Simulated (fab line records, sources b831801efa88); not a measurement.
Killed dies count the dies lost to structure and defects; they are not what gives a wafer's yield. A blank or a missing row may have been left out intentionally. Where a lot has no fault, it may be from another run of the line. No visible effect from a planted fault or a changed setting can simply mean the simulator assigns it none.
fab line records | flow sky130 | part 2 of 2: steps 31 to 43 of 43
record: lots: 5 | wafers: 15 | lastDay: 49
route steps=708 shown VT_ADJUST_NCORE@123 VT_ADJUST_HVTR@131 VT_ADJUST_PCH@143 SONOS_TUNNEL@154
lots untouched by any fault: they come from a run of this same line in which no faults occurred
startH: the number of hours between the record's first day and the start of the first shown wafer of the lot | waitH: hours elapsed since this lot's preceding step | " as in the row above | L1.1+2: several wafers, shown together as one row | - no value, or no start was given | * or withheld: withheld | < > ~ a bound
route shown NAME@n: a module of which the file shows steps, and the number in the route of the first | usual: the fault-free wafers' mean and standard deviation | same: alike in all rows | chamber/n: place in a boat | sites: per-site readings | _std_site: standard deviation of those values | _edge_site: the outer-site mean with the inner-site mean subtracted | radiusMm: how far each site lies from the wafer's centre | mask NAME#n: copy n | behind: the tool/chamber that last shaped the wafer | hold: what put the lot on hold/how long, in hours/how the hold closed | device: the transistor (n, p or np) that didn't switch | end of line: tests of these same wafers at the route's end | a step given without rows: its recipe and nothing more | killed: at the first sort, the dies lost to defects and structure; wafer yield is something else | map: dies across one wafer; x = killed, . = not, _ = none there
set.NAME: setting as actually run; set.NAME@STEP: the setting as run at that earlier step | model.NAME: the simulator's own value behind a step, which no gauge read
lots seen at some steps along the route; tables by step, rows by wafer
services: a tool's chamber out of use, with start hour (startH, from the record's first day; less than 0 if before it), hours out, and reason
== steps ==
step: SKY_VT_ADJUST_PCH_TW_MEAS_10
usual: VT_ADJUST_PCH_TW: 142.7/1.6
lot.wafer | tool         | chamber | startH | waitH | VT_ADJUST_PCH_TW
L074.2    | filmMetro-02 | -       | 227.67 | 0.1   | 140.9
L074.4    | "            | -       | "      | "     | 141.2
L074.5    | "            | -       | "      | "     | 141.7
L075.2    | filmMetro-01 | -       | 233.19 | 0.1   | 142.4
L075.3    | "            | -       | "      | "     | 141.4
L075.5    | "            | -       | "      | "     | 141.6
L081.2    | filmMetro-01 | -       | 284.62 | 0.1   | 141.9
L081.4    | "            | -       | "      | "     | 141.8
L081.5    | "            | -       | "      | "     | 141.6
L086.3    | filmMetro-04 | -       | 316.03 | 0.1   | 145.4
L086.4    | "            | -       | "      | "     | 144.7
L086.5    | "            | -       | "      | "     | 144.5
L092.1    | filmMetro-02 | -       | 366.00 | 0.1   | 140.8
L092.3    | "            | -       | "      | "     | 142.1
L092.6    | "            | -       | "      | "     | 141.8
step: SKY_SONOS_TUNNEL_DEHYDRATE_00
recipe: tempC: 200 | timeS: 60
lot.wafer  | tool          | chamber | startH | waitH
L074.2+4+5 | lithoTrack-03 | 0       | 238.33 | 10.7
L075.2+3+5 | lithoTrack-01 | 0       | 244.64 | 11.4
L081.2+4+5 | lithoTrack-01 | 0       | 296.29 | 11.7
L086.3+4+5 | lithoTrack-01 | 0       | 328.97 | 12.9
L092.1+3+6 | lithoTrack-03 | 0       | 379.95 | 13.9
step: SKY_SONOS_TUNNEL_HMDS_01
recipe: primeTimeS: 60 | primeTempC: 120
lot.wafer  | tool          | chamber | startH | waitH
L074.2+4+5 | lithoTrack-03 | 0       | 238.48 | 0.1
L075.2+3+5 | lithoTrack-01 | 0       | 244.79 | 0.1
L081.2+4+5 | lithoTrack-01 | 0       | 296.44 | 0.1
L086.3+4+5 | lithoTrack-01 | 0       | 329.12 | 0.1
L092.1+3+6 | lithoTrack-03 | 0       | 380.10 | 0.1
step: SKY_SONOS_TUNNEL_COAT_02
recipe: resist: NOVOLAK | spinRpm: 3000 | resistThkNm: 1140
lot.wafer  | tool          | chamber | startH | waitH
L074.2+4+5 | lithoTrack-03 | 0       | 238.63 | 0.1
L075.2+3+5 | lithoTrack-01 | 0       | 244.94 | 0.1
L081.2+4+5 | lithoTrack-01 | 0       | 296.59 | 0.1
L086.3+4+5 | lithoTrack-01 | 0       | 329.27 | 0.1
L092.1+3+6 | lithoTrack-03 | 0       | 380.25 | 0.1
step: SKY_SONOS_TUNNEL_SOFTBAKE_03
recipe: tempC: 90 | timeS: 60 | resist: NOVOLAK
lot.wafer  | tool          | chamber | startH | waitH
L074.2+4+5 | lithoTrack-03 | 0       | 238.78 | 0.1
L075.2+3+5 | lithoTrack-01 | 0       | 245.09 | 0.1
L081.2+4+5 | lithoTrack-01 | 0       | 296.74 | 0.1
L086.3+4+5 | lithoTrack-01 | 0       | 329.42 | 0.1
L092.1+3+6 | lithoTrack-03 | 0       | 380.40 | 0.1
step: SKY_SONOS_TUNNEL_EXPOSE_04
recipe: maskId: TUNM | na: 0.6 | sourceShape: conventional | sigmaOuter: 0.6 | polarization: unpolarized | targetCdNm: 410 | doseMj: 136
lot.wafer  | tool            | chamber | startH | waitH | mask
L074.2+4+5 | ilineStepper-01 | 0       | -      | -     | TUNM#0
L075.2+3+5 | ilineStepper-02 | 0       | -      | -     | TUNM#0
L081.2+4+5 | ilineStepper-02 | 0       | -      | -     | TUNM#0
L086.3+4+5 | ilineStepper-01 | 0       | -      | -     | TUNM#0
L092.1+3+6 | ilineStepper-02 | 0       | -      | -     | TUNM#0
step: SKY_SONOS_TUNNEL_PEB_05
recipe: tempC: withheld | timeS: * | resist: NOVOLAK
lot.wafer  | tool          | chamber | startH | waitH
L074.2+4+5 | lithoTrack-03 | 0       | -      | -
L075.2+3+5 | lithoTrack-04 | 0       | -      | -
L081.2+4+5 | lithoTrack-01 | 0       | -      | -
L086.3+4+5 | lithoTrack-03 | 0       | -      | -
L092.1+3+6 | lithoTrack-04 | 0       | -      | -
step: SKY_SONOS_TUNNEL_DEVELOP_06
recipe: resist: NOVOLAK | developer: TMAH | developTimeS: 60 | devTempC: 23
usual: developerTempC: 23.02/0.1
lot.wafer | tool          | chamber | startH | waitH | developerTempC
L074.2    | lithoTrack-03 | 0       | 250.58 | 0.1   | 23.00
L074.4    | "             | 0       | "      | "     | 23.05
L074.5    | "             | 0       | "      | "     | 23.24
L075.2    | lithoTrack-04 | 0       | 256.65 | 0.1   | 23.02
L075.3    | "             | 0       | "      | "     | 23.04
L075.5    | "             | 0       | "      | "     | 22.86
L081.2    | lithoTrack-01 | 0       | 309.79 | 0.1   | 22.86
L081.4    | "             | 0       | "      | "     | 23.04
L081.5    | "             | 0       | "      | "     | 23.14
L086.3    | lithoTrack-03 | 0       | 341.95 | 0.1   | 23.04
L086.4    | "             | 0       | "      | "     | 22.93
L086.5    | "             | 0       | "      | "     | 22.99
L092.1    | lithoTrack-04 | 0       | 394.87 | 0.1   | 23.07
L092.3    | "             | 0       | "      | "     | 23.10
L092.6    | "             | 0       | "      | "     | 23.03
step: SKY_SONOS_TUNNEL_CD_MEAS_07
recipe: targetCdNm: 410
usual: cdNm: 410.7/2.5
lot.wafer | tool     | chamber | startH | waitH | cdNm
L074.2    | cdSem-02 | -       | 250.72 | 0.1   | 413.9
L074.4    | "        | -       | "      | "     | 411.8
L074.5    | "        | -       | "      | "     | 410.5
L075.2    | cdSem-01 | -       | 256.79 | 0.1   | 411.6
L075.3    | "        | -       | "      | "     | 410.2
L075.5    | "        | -       | "      | "     | 411.7
L081.2    | cdSem-01 | -       | 309.94 | 0.1   | 408.2
L081.4    | "        | -       | "      | "     | 407.7
L081.5    | "        | -       | "      | "     | 409.0
L086.3    | cdSem-01 | -       | 342.09 | 0.1   | 405.7
L086.4    | "        | -       | "      | "     | 405.8
L086.5    | "        | -       | "      | "     | 407.9
L092.1    | cdSem-02 | -       | 395.02 | 0.1   | 408.5
L092.3    | "        | -       | "      | "     | 408.7
L092.6    | "        | -       | "      | "     | 407.9
step: SKY_SONOS_TUNNEL_OVL_MEAS_08
usual: SONOS_TUNNEL_OVL: 0.4/1.3
lot.wafer | tool       | chamber | startH | waitH | SONOS_TUNNEL_OVL[nm]
L074.2    | overlay-01 | -       | 250.83 | 0.1   | -0.6
L074.4    | "          | -       | "      | "     | 0.3
L074.5    | "          | -       | "      | "     | -0.4
L075.2    | overlay-01 | -       | 256.90 | 0.1   | 1.5
L075.3    | "          | -       | "      | "     | 2.3
L075.5    | "          | -       | "      | "     | 0.2
L081.2    | overlay-02 | -       | 310.04 | 0.1   | 0.8
L081.4    | "          | -       | "      | "     | 1.1
L081.5    | "          | -       | "      | "     | 1.9
L086.3    | overlay-02 | -       | 342.18 | 0.1   | 2.4
L086.4    | "          | -       | "      | "     | 0.9
L086.5    | "          | -       | "      | "     | 1.5
L092.1    | overlay-02 | -       | 395.14 | 0.1   | -0.7
L092.3    | "          | -       | "      | "     | 0.0
L092.6    | "          | -       | "      | "     | 0.2
step: SKY_SONOS_TUNNEL_IMPLANT_09
recipe: species: B | energyKev: 20.29 | doseCm2: 1e+12 | tiltDeg: withheld
usual: beamOnS: 9.99/0.21 | doseIonsCm2: 1e+12/9e+08
lot.wafer | tool         | chamber | startH | waitH | beamOnS | doseIonsCm2
L074.2    | implanter-01 | 0       | 250.88 | 0.0   | 9.72    | 9.995e+11
L074.4    | "            | 0       | "      | "     | 10.00   | 1.0002e+12
L074.5    | "            | 0       | "      | "     | 10.21   | 9.998e+11
L075.2    | implanter-01 | 0       | 256.95 | 0.0   | 10.13   | 1.0011e+12
L075.3    | "            | 0       | "      | "     | 9.88    | 9.999e+11
L075.5    | "            | 0       | "      | "     | 10.06   | 9.995e+11
L081.2    | implanter-02 | 0       | 310.10 | 0.0   | 10.28   | 9.999e+11
L081.4    | "            | 0       | "      | "     | 10.10   | 9.998e+11
L081.5    | "            | 0       | "      | "     | 10.01   | 9.997e+11
L086.3    | implanter-04 | 0       | 342.26 | 0.1   | 10.04   | 9.984e+11
L086.4    | "            | 0       | "      | "     | 9.98    | 1e+12
L086.5    | "            | 0       | "      | "     | 9.80    | 1.0001e+12
L092.1    | implanter-01 | 0       | 395.18 | 0.0   | 10.07   | 9.993e+11
L092.3    | "            | 0       | "      | "     | 10.18   | 9.985e+11
L092.6    | "            | 0       | "      | "     | 10.24   | 9.999e+11
step: SKY_SONOS_TUNNEL_WET_ETCH_10
recipe: chemistry: dHF | targetDepthNm: 14 | target: SiO2 | dilution: 100:1 | tempC: 25 | timeS: 280
lot.wafer  | tool        | chamber | startH | waitH
L074.2+4+5 | wetBench-04 | 1       | 251.01 | 0.1
L075.2+3+5 | wetBench-04 | 1       | 257.08 | 0.1
L081.2+4+5 | wetBench-01 | 0       | 310.22 | 0.1
L086.3+4+5 | wetBench-04 | 2       | 342.36 | 0.1
L092.1+3+6 | wetBench-04 | 3       | 395.33 | 0.1
step: SKY_SONOS_TUNNEL_STRIP_11
recipe: chemistry: SPM | timeS: 600 | tempC: 130
lot.wafer  | tool        | chamber | startH | waitH
L074.2+4+5 | wetBench-01 | 0       | 251.10 | 0.0
L075.2+3+5 | wetBench-03 | 2       | 257.17 | 0.0
L081.2+4+5 | wetBench-03 | 3       | 310.31 | 0.0
L086.3+4+5 | wetBench-03 | 0       | 342.55 | 0.0
L092.1+3+6 | wetBench-01 | 2       | 395.41 | 0.0
== services ==
tool            | chamber | startH | hours | kind
implanter-02    | -       | 153.17 | 4.1   | pm
implanter-02    | -       | 157.46 | 3.2   | repair
implanter-04    | -       | 158.72 | 5.2   | repair
implanter-03    | -       | 161.68 | 6.2   | repair
implanter-03    | -       | 167.90 | 4.4   | pm
implanter-04    | -       | 177.65 | 13.3  | repair
ilineStepper-01 | -       | 194.78 | 1.7   | pm
implanter-02    | -       | 211.78 | 0.7   | repair
plasmaAsher-02  | -       | 215.61 | 13.1  | repair
implanter-04    | -       | 234.96 | 0.9   | repair
implanter-04    | -       | 251.95 | 5.5   | repair
ilineStepper-02 | -       | 279.05 | 1.7   | pm
implanter-03    | -       | 289.94 | 3.0   | repair
implanter-01    | -       | 298.43 | 2.8   | pm
implanter-02    | -       | 307.51 | 2.4   | repair
implanter-03    | -       | 315.37 | 2.4   | repair
implanter-04    | -       | 321.57 | 3.5   | repair
plasmaAsher-03  | -       | 338.23 | 4.0   | repair
wetBench-01     | -       | 356.06 | 2.9   | repair
implanter-01    | -       | 373.59 | 5.7   | repair
implanter-01    | -       | 374.48 | 0.6   | repair
implanter-04    | -       | 375.25 | 1.7   | repair
implanter-04    | -       | 385.75 | 4.6   | pm
plasmaAsher-03  | -       | 386.30 | 14.6  | pm
